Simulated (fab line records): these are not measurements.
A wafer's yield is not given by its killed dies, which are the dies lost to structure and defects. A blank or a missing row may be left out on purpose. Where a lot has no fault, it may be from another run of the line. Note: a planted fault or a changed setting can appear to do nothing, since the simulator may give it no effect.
A lot that was struck, set against a sound lot -- flow sky130 -- 17 out of 708 route steps
Sound: wafers L300.1, L300.3, L300.5. Wafers L306.3, L306.4, L306.6 were the ones struck. Last of all comes the cause.
For every step that has rows: the tool of each side, followed by ch and its chambers, followed by its first start. Under that, the readings that differ: sound wafers -- struck wafers -- difference of the means -- sigmas: that difference in standard deviations of wafers without a fault.
alike: a reading whose means differ by less than 2 such deviations, as well as words and numbers matching on both sides. not compared: withheld readings; readings where some wafer has no value; bounds like >300 that might hide an equal value; numbers whose values overlap and for which the record gives no deviation.
Wherever a step has rows on one side only, a row that says differs or no value, or a row with sigmas, the two part there. When numbers do not overlap yet have no deviation, they are printed without sigmas and do not part them. Lack of a reading on every wafer of one side parts them only where that side has two or more wafers.

SKY_LDD_P_OVL_MEAS_08:
  struck on overlay-02, day 24 23:53; sound on overlay-01, day 23 09:36
  alike: LDD_P_OVL
following that, these wafers have no rows for 1 step: SKY_LDD_P_IMPLANT_09.
SKY_LDD_P_STRIP_10: strips in O2/N2.
  sound on plasma-asher-01 ch 0,1, day 23 09:47; struck on plasma-asher-02 ch 0,1, day 25 00:05
reading,sound,struck,difference,sigmas
strip-time-to-endpoint-s (s),14.23 14.20 14.18,14.12 14.11 14.11,-0.09,-2
  alike: drypump-motor-current-A, oes-product-au
  not compared: rf-hours-counter-h
SKY_LDD_P_TW_MEAS_11:
  struck on film-metro-04, day 25 00:10; sound on film-metro-01, day 23 09:53
reading,sound,struck,difference,sigmas
LDD_P_TW,642 645 643,629 628 628,-15,-2
then, 7 steps without rows for these wafers: SKY_LDD_HVN_DEHYDRATE_00 (time 60 s); SKY_LDD_HVN_HMDS_01 (prime time 60 s); SKY_LDD_HVN_COAT_02 (resist thk 300 nm); SKY_LDD_HVN_SOFTBAKE_03 (time 60 s); SKY_LDD_HVN_EXPOSE_04 (exposes mask HVNTM, target cd 700 nm); SKY_LDD_HVN_PEB_05; SKY_LDD_HVN_DEVELOP_06 (develop time 60 s).
SKY_LDD_HVN_OVL_MEAS_07:
  struck on overlay-01, day 26 05:26; sound on overlay-01, day 24 14:53
reading,sound,struck,difference,sigmas
LDD_HVN_OVL (nm),-2.3 -2.2 -1.0,0.5 1.3 0.3,+2.5,+2
SKY_LDD_HVN_IMPLANT_08:
  sound on implanter-01 ch 0, day 24 14:55; struck on implanter-04 ch 0, day 26 05:31
reading,sound,struck,difference,sigmas
dose-ions-cm2,2.999e+13 3.003e+13 3e+13,1.484e+13 1.485e+13 1.484e+13,-1.516e+13,-99 or more
faraday-current-uA,169 170 166,84 85 81,-85,-24
SKY_LDD_HVN_STRIP_09: strips in O2/N2.
  sound on plasma-asher-04 ch 0,1, day 24 15:04; struck on plasma-asher-03 ch 0,1, day 26 05:39
  alike: drypump-motor-current-A, oes-product-au, strip-time-to-endpoint-s
  not compared: rf-hours-counter-h
SKY_LDD_HVN_TW_MEAS_10:
  struck on film-metro-03, day 26 05:44; sound on film-metro-03, day 24 15:10
reading,sound,struck,difference,sigmas
LDD_HVN_TW,1455 1449 1446,1154 1153 1156,-296,-30
then, 1 step without rows for these wafers: SKY_LDD_HVP_DEHYDRATE_00 (time 60 s).
-- here the record skips 23 days between the struck wafers' starts before and after, leaving off in module LDD_HVP and picking up in module PAD_OPEN (first step shown: number 708 of the route) --
SKY_PAD_OPEN_PROBE_99:
  struck on prober-01, day 49 15:16; sound on prober-01, day 48 19:17
reading,sound,struck,difference,sigmas
model.etest.tip_n_5v.rs-ohm-sq,1383 1383 1387,2491 2506 2516,+1120,
model.etest.nfet-g5v0d10v5.r-on-ohm-um,1885 1886 1907,2018 2042 2044,+142,
model.etest.tip_n_5v.rs-ohm-sq-range,33.24 34.31 24.59,63.82 108.3 69.02,+49.67,
model.etest.nfet-g5v0d10v5.drive-ua-um,603 599.9 596,570.1 563.6 556.5,-36.2,
model.etest.nfet_05v0_nvt.drive-ua-um,570.8 573.2 571.5,554 554.8 543.5,-21,
model.etest.res-ndiff-hv.rs-ohm-sq,114.9 114 114.4,116 117.7 117.1,+2,
model.etest.ring_5v.delay-ps,44.73 44.97 45.32,45.62 45.96 45.76,+0.77,
  alike: killed_at_M0_to_M3, killed_at_M4_up, killed-at-contacts, killed-at-front-end, killed-at-other, killed-dies, killed-open, killed-short
  not compared: model.etest.tip_n_5v.rs-ohm-sq-rim-less-centre

## WHERE THEY PART
First at SKY_LDD_P_STRIP_10; last, within this record, at SKY_LDD_HVN_TW_MEAS_10. Later steps at which nothing parts them and some readings are alike: SKY_PAD_OPEN_PROBE_99.

WHY: the cause the simulator had injected
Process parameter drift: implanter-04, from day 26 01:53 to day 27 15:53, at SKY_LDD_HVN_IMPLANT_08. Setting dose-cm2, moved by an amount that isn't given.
